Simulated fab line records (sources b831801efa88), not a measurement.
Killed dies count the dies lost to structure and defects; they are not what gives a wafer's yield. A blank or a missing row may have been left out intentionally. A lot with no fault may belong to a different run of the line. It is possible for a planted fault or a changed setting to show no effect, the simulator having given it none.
fab line records	flow sky130
record lots=11	wafers=33	last_day=49
route steps=708 shown FIELD_ISO@15 POLY_GATE@231 LDD_LDN@301 POLY_CUT@315
lots untouched by any fault: they come from a run of this same line in which no faults occurred
start_h: the number of hours between the record's first day and the start of the first shown wafer of the lot	wait_h: hours elapsed since this lot's preceding step	" unchanged from the row above	L1.1+2: a row that stands for several wafers	- either no value or no given start	* or withheld: withheld	< > ~ a bound
route shown NAME@n: names a module that has steps shown in the file, with the first one's number in the route	usual: mean and standard deviation over wafers with no fault	same: alike in all rows	chamber/n: place in a boat	sites: per-site readings	_std_site: the values' standard deviation	_edge_site: inner sites' mean taken away from outer sites' mean	radius_mm: how far each site lies from the wafer's centre	mask NAME#n: copy n	behind: tool/chamber where the wafer was last shaped	hold: the reason the lot was held/the length of the hold in hours/how it ended	device: the transistor (n, p or np) that didn't switch	end of line: the tests these same wafers got at the end of their route	a step without rows: its recipe alone	killed: dies lost to structure and defects at the first sort, not the wafer's yield	map: shows each die of a wafer: x if killed, . if not, _ if none is there
set.NAME: setting as actually run; set.NAME@STEP: the setting as run at that earlier step	model.NAME: the simulator's own value behind a step, which no gauge read
steps of the route over a sample of lots; a table a step, a row a wafer
services: from which hour (start_h, from the record's first day; less than 0 if before it) a tool's chamber was out of use, for how many hours, and why
## steps
# step SKY_FIELD_ISO_ETCH_14
# recipe chemistry=N2/H2	target=BARC	ion_energy_ev=200	source_w=500	bias_w=100	pressure_mtorr=30	n2_flow_sccm=100	h2_flow_sccm=200	stop_on=SiO2	time_s=45.9	target_depth_a=600
# usual drypump_motor_current_A=5.7/0.33	oes_product_au=0.854/0.0049	throttle_valve_pct=13.224/0.0098
# same time_s=45.9
lot.wafer	tool	chamber	start_h	wait_h	drypump_motor_current_A	oes_product_au	rf_hours_counter_h	throttle_valve_pct
L260.2	rie_diel-04	2	29.88	0.1	6.1	0.848	52	13.224
L260.3	"	3	"	"	5.6	0.861	153	13.231
L260.6	"	2	"	"	6.1	0.847	-	13.218
L262.4	rie_diel-01	3	39.93	0.0	5.8	0.860	45	13.236
L262.5	"	3	"	"	5.8	0.856	-	13.227
L262.6	"	2	"	"	5.6	0.863	-	13.224
L263.1	rie_diel-02	1	43.71	0.1	5.5	0.859	68	13.235
L263.5	"	1	"	"	5.5	0.853	-	13.206
L263.6	"	0	"	"	5.7	0.858	-	13.221
L266.2	rie_diel-04	0	62.01	0.1	6.2	0.857	134	13.231
L266.3	"	3	"	"	5.6	0.852	153	13.238
L266.6	"	1	"	"	5.4	0.854	-	13.220
L267.1	rie_diel-01	3	65.08	0.1	5.8	0.856	45	13.229
L267.2	"	0	"	"	6.0	0.856	5	13.228
L267.3	"	2	"	"	5.5	0.845	26	13.227
L271.3	rie_diel-02	2	84.98	0.1	6.0	0.853	114	13.225
L271.4	"	3	"	"	4.8	0.861	148	13.219
L271.6	"	2	"	"	6.0	0.850	-	13.227
L272.1	rie_diel-02	2	92.63	0.1	6.0	0.854	114	13.232
L272.4	"	1	"	"	5.5	0.844	70	13.214
L272.6	"	2	"	"	6.0	0.852	-	13.215
L274.1	rie_diel-04	0	103.73	0.1	6.2	0.856	135	13.242
L274.5	"	1	"	"	5.4	0.853	-	13.232
L274.6	"	0	"	"	6.2	0.861	-	13.216
L275.1	rie_diel-02	2	106.93	0.1	6.0	0.851	115	13.217
L275.2	"	0	"	"	5.7	0.852	6	13.244
L275.4	"	3	"	"	4.8	0.846	148	13.230
L276.2	rie_diel-04	2	113.55	0.1	6.2	0.856	53	13.214
L276.3	"	0	"	"	6.2	0.843	136	13.217
L276.5	"	0	"	"	6.2	0.857	-	13.238
L278.4	rie_diel-02	1	121.85	0.0	5.5	0.850	70	13.221
L278.5	"	1	"	"	5.5	0.850	-	13.219
L278.6	"	0	"	"	5.7	0.850	-	13.232
# step SKY_POLY_GATE_ETCH_17
# recipe target_depth_nm=180	stop_on=SiO2	over_etch_frac=0.56667	chemistry=HBr/Cl2	target=poly-Si	icp_w=400	bias_w=100	pressure_mtorr=10	HBr_flow_sccm=150	Cl2_flow_sccm=50	time_s=70.5
# usual drypump_motor_current_A=5.9/0.55	oes_product_au=0.987/0.0067	over_etch_frac=0.56667/0	throttle_valve_pct=33.685/0.0094
# same time_s=70.5
lot.wafer	tool	chamber	start_h	wait_h	drypump_motor_current_A	oes_product_au	over_etch_frac	rf_hours_counter_h	throttle_valve_pct
L260.2	rie_si-01	3	372.34	0.0	5.2	0.981	0.56667	7	33.687
L260.3	"	2	"	"	6.0	0.988	0.56667	6	33.692
L260.6	"	3	"	"	5.2	0.984	0.56667	-	33.685
L262.4	rie_si-01	0	389.50	0.1	6.7	1.001	0.56667	-	33.680
L262.5	"	1	"	"	5.4	0.994	0.56667	-	33.682
L262.6	"	2	"	"	6.0	0.989	0.56667	-	33.692
L263.1	rie_si-01	1	397.02	0.0	5.4	0.988	0.56667	7	33.684
L263.5	"	3	"	"	5.2	0.987	0.56667	-	33.679
L263.6	"	0	"	"	6.7	0.991	0.56667	-	33.678
L266.2	rie_si-02	0	423.94	0.0	6.5	0.988	0.56667	2	33.683
L266.3	"	1	"	"	5.8	0.999	0.56667	3	33.674
L266.6	"	0	"	"	6.5	0.989	0.56667	-	33.683
L267.1	rie_si-02	3	441.64	0.0	6.3	0.984	0.56667	1	33.686
L267.2	"	0	"	"	6.5	0.992	0.56667	2	33.694
L267.3	"	1	"	"	5.8	0.989	0.56667	3	33.684
L271.3	rie_si-02	3	464.49	0.0	6.3	0.979	0.56667	2	33.681
L271.4	"	0	"	"	6.5	0.993	0.56667	2	33.686
L271.6	"	2	"	"	5.1	0.998	0.56667	-	33.688
L272.1	rie_si-02	1	485.04	0.0	5.8	0.990	0.56667	3	33.677
L272.4	"	3	"	"	6.3	0.964	0.56667	2	33.684
L272.6	"	0	"	"	6.5	0.976	0.56667	-	33.698
L274.1	rie_si-02	2	498.59	0.0	5.1	0.977	0.56667	52	33.664
L274.5	"	2	"	"	5.1	0.984	0.56667	-	33.683
L274.6	"	1	"	"	5.8	0.991	0.56667	-	33.677
L275.1	rie_si-01	0	506.54	0.0	6.7	0.988	0.56667	47	33.694
L275.2	"	2	"	"	6.0	0.979	0.56667	7	33.687
L275.4	"	3	"	"	5.2	0.989	0.56667	8	33.705
L276.2	rie_si-02	3	521.94	0.0	6.3	0.982	0.56667	2	33.676
L276.3	"	1	"	"	5.8	0.991	0.56667	4	33.681
L276.5	"	3	"	"	6.3	0.982	0.56667	-	33.696
L278.4	rie_si-02	3	531.07	0.1	6.3	0.985	0.56667	-	33.676
L278.5	"	1	"	"	5.8	1.019	0.17014	-	33.664
L278.6	"	0	"	"	6.5	0.999	0.56667	-	33.696
# step SKY_POLY_GATE_STRIP_18
# recipe chemistry=O2/N2	power_w=1400	pressure_mtorr=1500	platen_temp_c=withheld	o2_flow_sccm=3000	n2_flow_sccm=300	overash_fraction=0.5
# usual drypump_motor_current_A=5.33/0.25	o2_flow_sccm=3000/8.1	oes_product_au=0.361/0.0049	strip_time_to_endpoint_s=3.172/0.025
lot.wafer	tool	chamber	start_h	wait_h	drypump_motor_current_A	o2_flow_sccm	oes_product_au	rf_hours_counter_h	strip_time_to_endpoint_s
L260.2	plasma_asher-02	0	372.40	0.0	5.31	2995	0.358	55	3.173
L260.3	"	0	"	"	5.28	3006	0.367	-	3.189
L260.6	"	0	"	"	5.30	3002	0.362	-	3.184
L262.4	plasma_asher-03	0	389.56	0.0	5.60	3007	0.358	-	3.183
L262.5	"	0	"	"	5.58	2997	0.362	-	3.193
L262.6	"	1	"	"	5.28	3012	0.363	-	3.161
L263.1	plasma_asher-02	0	397.08	0.0	5.27	3006	0.354	58	3.171
L263.5	"	0	"	"	5.32	2985	0.365	-	3.201
L263.6	"	1	"	"	5.10	2994	0.359	-	3.147
L266.2	plasma_asher-02	0	424.00	0.0	5.28	2984	0.353	61	3.169
L266.3	"	1	"	"	5.08	3004	0.357	-	3.121
L266.6	"	0	"	"	5.31	3005	0.366	-	3.174
L267.1	plasma_asher-03	0	441.70	0.0	5.62	3008	0.371	1	3.172
L267.2	"	1	"	"	5.34	3004	0.362	1	3.156
L267.3	"	0	"	"	5.64	3010	0.355	-	3.118
L271.3	plasma_asher-03	0	464.58	0.1	5.60	3000	0.366	-	3.145
L271.4	"	1	"	"	5.28	3003	0.354	-	3.133
L271.6	"	0	"	"	5.59	2988	0.353	-	3.146
L272.1	plasma_asher-02	0	485.10	0.0	5.27	3014	0.370	67	3.147
L272.4	"	1	"	"	5.10	3010	0.356	-	3.192
L272.6	"	0	"	"	5.27	3016	0.367	-	3.211
L274.1	plasma_asher-02	1	498.65	0.0	5.07	3004	0.348	68	3.233
L274.5	"	0	"	"	5.30	2978	0.358	-	3.186
L274.6	"	1	"	"	5.11	3007	0.360	-	3.173
L275.1	plasma_asher-04	1	506.60	0.0	6.05	2993	0.355	76	3.160
L275.2	"	0	"	"	5.73	3002	0.358	76	3.201
L275.4	"	0	"	"	5.73	2993	0.358	-	3.166
L276.2	plasma_asher-03	1	522.00	0.0	5.27	2993	0.359	9	3.182
L276.3	"	0	"	"	5.61	3008	0.368	-	3.172
L276.5	"	0	"	"	5.60	3007	0.355	-	3.220
L278.4	plasma_asher-02	1	531.13	0.0	5.05	2984	0.357	-	3.155
L278.5	"	1	"	"	5.05	2999	0.370	-	3.389
L278.6	"	0	"	"	5.27	2998	0.350	-	3.130
# step SKY_LDD_LDN_STRIP_12
# recipe chemistry=O2/N2	power_w=1400	pressure_mtorr=1500	platen_temp_c=withheld	o2_flow_sccm=3000	n2_flow_sccm=300	overash_fraction=0.5
# usual drypump_motor_current_A=5.8/0.48	o2_flow_sccm=3000/8.9	oes_product_au=0.715/0.0049	strip_time_to_endpoint_s=14.18/0.041
lot.wafer	tool	chamber	start_h	wait_h	drypump_motor_current_A	o2_flow_sccm	oes_product_au	rf_hours_counter_h	strip_time_to_endpoint_s
L260.2	plasma_asher-04	1	528.54	0.1	6.1	2999	0.716	79	14.15
L260.3	"	1	"	"	6.1	3011	0.715	-	14.21
L260.6	"	1	"	"	6.1	3003	0.709	-	14.22
L262.4	plasma_asher-01	1	544.93	0.1	5.8	2999	0.722	-	14.14
L262.5	"	1	"	"	5.8	2995	0.708	-	14.18
L262.6	"	0	"	"	6.7	2991	0.722	-	14.15
L263.1	plasma_asher-01	0	553.19	0.1	6.8	2995	0.710	42	14.21
L263.5	"	0	"	"	6.8	2989	0.715	-	14.23
L263.6	"	1	"	"	5.7	3000	0.716	-	14.20
L266.2	plasma_asher-01	1	581.09	0.1	5.8	2996	0.716	46	14.27
L266.3	"	1	"	"	5.8	2993	0.718	-	14.24
L266.6	"	0	"	"	6.8	2984	0.715	-	14.23
L267.1	plasma_asher-01	0	597.89	0.1	6.7	3000	0.708	49	14.21
L267.2	"	1	"	"	5.8	2992	0.706	49	14.19
L267.3	"	0	"	"	6.7	2985	0.713	-	14.25
L271.3	plasma_asher-03	0	618.33	0.1	5.6	3008	0.708	-	14.18
L271.4	"	1	"	"	5.3	2986	0.721	-	14.17
L271.6	"	0	"	"	5.6	2992	0.712	-	14.21
L272.1	plasma_asher-03	1	639.79	0.1	5.3	3002	0.712	26	14.20
L272.4	"	1	"	"	5.3	3003	0.716	-	14.19
L272.6	"	1	"	"	5.3	2990	0.715	-	14.22
L274.1	plasma_asher-01	1	650.99	0.1	5.8	2987	0.712	54	14.19
L274.5	"	1	"	"	5.8	3011	0.717	-	14.17
L274.6	"	0	"	"	6.7	3010	0.709	-	14.12
L275.1	plasma_asher-03	1	661.99	0.1	5.3	2991	0.706	29	14.12
L275.2	"	0	"	"	5.6	3012	0.714	29	14.12
L275.4	"	1	"	"	5.3	2989	0.725	-	14.18
L276.2	plasma_asher-04	1	672.44	0.1	6.1	3017	0.720	84	14.14
L276.3	"	0	"	"	5.7	3008	0.716	-	14.17
L276.5	"	1	"	"	6.1	3003	0.714	-	14.17
L278.4	plasma_asher-04	0	679.43	0.1	5.7	2991	0.721	-	14.12
L278.5	"	1	"	"	6.1	2989	0.710	-	14.19
L278.6	"	0	"	"	5.7	2995	0.718	-	14.14
# step SKY_POLY_CUT_CD_MEAS_08
# recipe target_cd_nm=270
# usual cd_nm=269.9/1.5
lot.wafer	tool	chamber	start_h	wait_h	cd_nm
L260.2	cd_sem-02	-	562.42	-	270.4
L260.3	"	-	"	"	270.1
L260.6	"	-	"	"	268.4
L262.4	cd_sem-02	-	576.86	-	268.6
L262.5	"	-	"	"	268.4
L262.6	"	-	"	"	269.5
L263.1	cd_sem-02	-	585.03	-	269.2
L263.5	"	-	"	"	268.8
L263.6	"	-	"	"	268.9
L266.2	cd_sem-01	-	612.95	-	269.7
L266.3	"	-	"	"	269.0
L266.6	"	-	"	"	269.6
L267.1	cd_sem-02	-	630.33	-	271.1
L267.2	"	-	"	"	271.3
L267.3	"	-	"	"	270.1
L271.3	cd_sem-01	-	652.34	-	273.3
L271.4	"	-	"	"	273.3
L271.6	"	-	"	"	273.1
L272.1	cd_sem-02	-	670.51	-	269.6
L272.4	"	-	"	"	270.4
L272.6	"	-	"	"	269.8
L274.1	cd_sem-01	-	681.41	-	272.0
L274.5	"	-	"	"	270.9
L274.6	"	-	"	"	271.1
L275.1	cd_sem-01	-	691.01	-	271.3
L275.2	"	-	"	"	272.0
L275.4	"	-	"	"	271.0
L276.2	cd_sem-01	-	702.80	-	269.2
L276.3	"	-	"	"	266.3
L276.5	"	-	"	"	268.2
L278.4	cd_sem-02	-	709.59	-	269.7
L278.5	"	-	"	"	269.1
L278.6	"	-	"	"	269.3
## services
tool	chamber	start_h	hours	kind
plasma_asher-02	-	22.45	3.1	repair
plasma_asher-02	-	34.58	2.5	repair
rie_diel-02	3	41.98	20.1	repair
rie_si-02	0	62.73	11.7	repair
rie_diel-02	2	63.03	2.9	repair
plasma_asher-01	-	108.75	9.0	pm
plasma_asher-02	-	112.83	1.6	repair
rie_diel-02	3	114.47	5.7	repair
rie_diel-02	0	144.97	17.2	repair
rie_diel-02	3	175.51	4.9	repair
rie_diel-02	-	179.15	0.1	repair
rie_diel-02	-	186.84	0.4	repair
plasma_asher-03	-	204.81	2.8	pm
plasma_asher-03	-	264.34	5.6	repair
rie_si-02	0	272.83	8.3	repair
plasma_asher-02	-	285.37	3.1	repair
rie_si-02	0	286.42	69.0	repair
plasma_asher-02	-	297.92	4.2	repair
plasma_asher-03	-	396.44	2.1	repair
plasma_asher-03	-	421.25	9.0	pm
plasma_asher-02	-	546.82	2.8	pm
plasma_asher-02	-	577.61	15.6	pm
rie_si-02	1	590.95	4.7	repair
rie_si-02	-	614.80	2.8	pm
## key
first_sign step=SKY_POLY_GATE_ETCH_17	reading=over_etch_frac	direction=down	sigmas=99+	usual=0.56667	struck=0.17014
effect step=SKY_POLY_GATE_ETCH_17	reading=oes_product_au	direction=up	sigmas=4.8	usual=0.987	struck=1.019
effect step=SKY_POLY_GATE_STRIP_18	reading=strip_time_to_endpoint_s	direction=up	sigmas=8.5	usual=*	struck=*
met_at SKY_POLY_GATE_ETCH_17
struck_lots L278
struck_wafers L278.5
tester_left_out L278
not_acting_at SKY_FIELD_ISO_ETCH_14,SKY_LDD_LDN_STRIP_12,SKY_POLY_CUT_CD_MEAS_08
onset_between 521.94 531.07
fault kind=process_parameter_drift	tool=rie_si-02	chamber=1	onset_h=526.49	steps=SKY_POLY_GATE_ETCH_17	channel=over_etch_frac	offset=-0.39652	shape=step	end_h=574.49	stated=0.56667
# tester_left_out: of these lots the tester's yield and bins aren't shown, on N5 and GAA mostly nor the transistor test; their killed dies are dies lost to structure and defects alone, not to doping, threshold or leakage, so they don't give the yield
